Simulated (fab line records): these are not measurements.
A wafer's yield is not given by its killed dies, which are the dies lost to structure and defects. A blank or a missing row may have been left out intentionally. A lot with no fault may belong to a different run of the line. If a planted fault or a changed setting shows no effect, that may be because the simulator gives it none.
Which of the tools did it? | flow sky130 | 18 wafers from 6 lots sampled at 3 of the route's 708 steps

WHAT EACH GAUGE READ, for each wafer
SKY_POLY_GATE_THK_MEAS_21.
lot  | measured     | on            | POLY_GATE_OXIDATION_THK (nm)
L501 | day 16 18:46 | film_metro-02 | 4.00 3.96 4.02
L505 | day 18 12:47 | film_metro-02 | 4.00 3.98 3.95
L514 | day 21 17:36 | film_metro-01 | 4.03 4.13 4.00
L516 | day 22 14:49 | film_metro-03 | 5.88 5.90 5.78
L518 | day 23 08:20 | film_metro-01 | 3.94 3.95 3.93
L523 | day 25 00:09 | film_metro-01 | 4.03 3.90 3.91

EACH LOT AND THE TOOL THAT RAN IT (in order: tool; ch and the chambers of the sampled wafers; start)
lot  | SKY_RES_PROTECT_STRIP_07             | SKY_POLY_GATE_OXIDATION_20
L501 | plasma_asher-04 ch 0,1, day 15 10:22 | furnace-02 ch 0, day 16 17:30
L505 | plasma_asher-03 ch 0,1, day 17 02:19 | furnace-01 ch 0, day 18 11:32
L514 | plasma_asher-03 ch 0,1, day 20 06:55 | furnace-01 ch 0, day 21 16:21
L516 | plasma_asher-01 ch 0,1, day 21 03:48 | furnace-02 ch 0, day 22 13:34
L518 | plasma_asher-03 ch 0,1, day 21 22:06 | furnace-01 ch 0, day 23 07:05
L523 | plasma_asher-04 ch 0,1, day 23 13:54 | furnace-01 ch 0, day 24 22:54
- SKY_RES_PROTECT_STRIP_07: strips in O2/N2.
- SKY_POLY_GATE_OXIDATION_20: stabilise 600 s, purge 300 s, target thk 4 nm.

THE ANSWER, worked out from the rows above alone
Rule: the lots themselves supply what counts as usual. The widest of any qualifying gaps counts: lots, ordered by their means at a reading, are off when they make up no more than a third of the lots, leave a main group of 4 or more, and stand apart from it by 3 or more times the standard deviation of that group's means. If all means in a main group match to the digits the tables above print for the reading, that group is not used. A lot without any number at a reading at which 4 lots or more have one is off too. All remaining lots with rows at the step are treated as sound.
Off: at SKY_POLY_GATE_THK_MEAS_21 (POLY_GATE_OXIDATION_THK), L516. For the main group the mean is 3.98 nm and the standard deviation 0.041.
A tool fits if, at a process step before that reading, it ran every lot that is off, and no sound lot after the first of them. Those tools and the gauges at SKY_POLY_GATE_THK_MEAS_21 are tried in the same way. Can't be told from this: 3 tools fit, plasma_asher-01 at SKY_RES_PROTECT_STRIP_07, furnace-02 at SKY_POLY_GATE_OXIDATION_20, film_metro-03 at SKY_POLY_GATE_THK_MEAS_21.

WHAT THE SIMULATOR HAD PUT IN
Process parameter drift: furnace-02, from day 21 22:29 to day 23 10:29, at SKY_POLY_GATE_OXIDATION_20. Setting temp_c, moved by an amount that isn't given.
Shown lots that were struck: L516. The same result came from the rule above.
